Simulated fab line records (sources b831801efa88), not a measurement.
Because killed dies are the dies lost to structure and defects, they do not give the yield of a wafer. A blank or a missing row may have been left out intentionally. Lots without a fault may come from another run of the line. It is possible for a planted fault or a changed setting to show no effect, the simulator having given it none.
The tool behind it: which one? ; flow sky130 ; 11 lots, 33 wafers sampled, at 5 steps of a route of 708

== WHAT EACH GAUGE READ, for each wafer ==
SKY_LDD_P_CD_MEAS_07 targets a cd of 380 nm.
lot;measured;on;cdNm (nm)
L985;day 19 22:34;cdSem-01;381.2 379.1 379.2
L988;day 21 18:37;cdSem-01;376.4 378.5 376.7
L990;day 21 21:31;cdSem-01;377.2 379.2 379.8
L989;day 21 22:52;cdSem-01;378.0 379.1 375.3
L991;day 22 16:22;cdSem-02;379.9 379.2 380.0
L995;day 23 07:02;cdSem-02;383.8 382.7 383.5
L997;day 24 03:25;cdSem-01;381.1 379.2 380.7
L103;day 26 04:03;cdSem-01;378.2 378.3 378.3
L105;day 27 00:05;cdSem-02;379.3 379.2 377.1
L106;day 27 02:52;cdSem-01;379.3 381.8 377.9
L107;day 27 07:14;cdSem-02;380.5 381.7 381.0

SKY_SD_P_CD_MEAS_07 targets a cd of 380 nm.
lot;measured;on;cdNm (nm)
L985;day 26 07:16;cdSem-02;381.5 382.3 381.5
L988;day 28 01:47;cdSem-02;377.1 376.3 379.6
L990;day 28 05:19;cdSem-02;379.7 381.4 380.7
L989;day 28 06:32;cdSem-02;380.5 380.6 382.1
L991;day 28 21:55;cdSem-02;376.6 378.1 380.5
L995;day 29 12:13;cdSem-02;377.2 377.6 378.8
L997;day 30 05:11;cdSem-02;382.4 383.9 384.9
L103;day 32 06:51;cdSem-02;378.2 469.3 378.7
L105;day 32 23:59;cdSem-02;462.9 374.1 375.2
L106;day 33 02:37;cdSem-02;377.6 378.2 378.4
L107;day 33 06:20;cdSem-01;386.2 387.4 384.2

== EACH LOT AND THE TOOL THAT RAN IT (in order: tool; ch and the chambers of the sampled wafers; start) ==
lot;SKY_LDD_N_STRIP_16;SKY_LDD_P_STRIP_10;SKY_SD_P_COAT_02
L985;plasmaAsher-04 ch 0,1, day 18 15:30;plasmaAsher-02 ch 0,1, day 19 22:52;lithoTrack-02 ch 0, day 25 17:00
L988;plasmaAsher-03 ch 0,1, day 20 11:45;plasmaAsher-02 ch 0, day 21 18:54;lithoTrack-03 ch 0, day 27 10:51
L990;plasmaAsher-04 ch 1, day 20 14:59;plasmaAsher-01 ch 0,1, day 21 21:49;lithoTrack-01 ch 0, day 27 14:31
L989;plasmaAsher-03 ch 0,1, day 20 15:59;plasmaAsher-04 ch 0,1, day 21 23:08;lithoTrack-01 ch 0, day 27 15:47
L991;plasmaAsher-01 ch 1, day 21 09:21;plasmaAsher-04 ch 0,1, day 22 16:39;lithoTrack-03 ch 0, day 28 07:27
L995;plasmaAsher-04 ch 0,1, day 22 00:34;plasmaAsher-04 ch 0,1, day 23 07:19;lithoTrack-01 ch 0, day 28 21:59
L997;plasmaAsher-04 ch 0,1, day 22 21:20;plasmaAsher-01 ch 0,1, day 24 03:42;lithoTrack-01 ch 0, day 29 15:11
L103;plasmaAsher-03 ch 0,1, day 25 00:00;plasmaAsher-01 ch 0,1, day 26 04:21;lithoTrack-01 ch 0, day 31 17:04
L105;plasmaAsher-04 ch 0,1, day 25 19:12;plasmaAsher-02 ch 0, day 27 00:22;lithoTrack-01 ch 0, day 32 10:11
L106;plasmaAsher-03 ch 0,1, day 25 21:59;plasmaAsher-01 ch 0,1, day 27 03:10;lithoTrack-03 ch 0, day 32 13:31
L107;plasmaAsher-03 ch 0,1, day 26 02:52;plasmaAsher-02 ch 0,1, day 27 07:31;lithoTrack-02 ch 0, day 32 16:26
- SKY_LDD_N_STRIP_16: strips in O2/N2.
- SKY_LDD_P_STRIP_10: strips in O2/N2.
- SKY_SD_P_COAT_02: resist thk 1140 nm.

== AS READ BY THE TOOLS THEMSELVES (means over the sampled wafers that have a number; for cases with no such wafer, the mark the record gives instead) ==
SKY_LDD_N_STRIP_16.
lot;tool;drypumpMotorCurrentA (A);n2FlowSccm (sccm);oesProductAu (a.u.);stripTimeToEndpointS (s)
L985;plasmaAsher-04;5.6;300.2;0.403;4.315
L988;plasmaAsher-03;5.3;299.9;0.407;4.296
L990;plasmaAsher-04;5.8;300.1;0.408;4.307
L989;plasmaAsher-03;5.3;300.6;0.408;4.309
L991;plasmaAsher-01;5.0;300.1;0.410;4.317
L995;plasmaAsher-04;5.6;300.6;0.406;4.322
L997;plasmaAsher-04;5.3;299.6;0.405;4.330
L103;plasmaAsher-03;5.3;300.4;0.403;4.301
L105;plasmaAsher-04;5.4;299.4;0.404;4.283
L106;plasmaAsher-03;5.3;300.0;0.407;4.311
L107;plasmaAsher-03;5.2;300.1;0.412;4.331

SKY_LDD_P_STRIP_10.
lot;tool;drypumpMotorCurrentA (A);n2FlowSccm (sccm);oesProductAu (a.u.);stripTimeToEndpointS (s)
L985;plasmaAsher-02;5.2;299.8;0.718;14.15
L988;plasmaAsher-02;5.0;301.1;0.718;14.18
L990;plasmaAsher-01;5.4;300.2;0.716;14.19
L989;plasmaAsher-04;5.4;300.2;0.715;14.20
L991;plasmaAsher-04;5.3;300.2;0.713;14.16
L995;plasmaAsher-04;5.6;300.7;0.713;14.19
L997;plasmaAsher-01;5.4;299.5;0.716;14.18
L103;plasmaAsher-01;5.4;300.5;0.717;14.19
L105;plasmaAsher-02;5.0;300.6;0.714;14.22
L106;plasmaAsher-01;5.4;300.1;0.714;14.19
L107;plasmaAsher-02;5.3;300.1;0.716;14.14

== THE ANSWER, worked out from the rows above alone ==
Rule: what is usual is taken from the lots themselves. Put in order of their means at a reading, lots are off if they are a third of the lots or fewer, leave a main group of 4 or more, and stand apart from it by a gap of 3 or more times the standard deviation of the main group's means; of several such gaps the widest counts. A main group whose means are all the same, to the digits that the tables above print for the reading, isn't used. A lot without any number at a reading at which 4 lots or more have one is off too. The other lots that the step has rows for count as sound. The gauges are gone through in route order, then the tools' own readings, and for those a lot's mean is taken as printed above. At the first step where some lot is off, the reading lying furthest off is the one used; lots without a number count as furthest.
Off at SKY_SD_P_CD_MEAS_07 (cdNm): L103, L105. Mean 380.6 nm and standard deviation 2.7 in the main group.
A tool fits if, at a process step before that reading, it ran every lot that is off, and no sound lot after the first of them. The gauges at SKY_SD_P_CD_MEAS_07 are tried like those tools. One fits: lithoTrack-01 at SKY_SD_P_COAT_02. A fault onset in the window from L997 (day 29 15:11, its last sound lot) to L103 (day 31 17:04, its first lot off) fits.

== WHAT THE SIMULATOR HAD PUT IN ==
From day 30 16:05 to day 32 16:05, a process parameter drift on lithoTrack-01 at SKY_SD_P_COAT_02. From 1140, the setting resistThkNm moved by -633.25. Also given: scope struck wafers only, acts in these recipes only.
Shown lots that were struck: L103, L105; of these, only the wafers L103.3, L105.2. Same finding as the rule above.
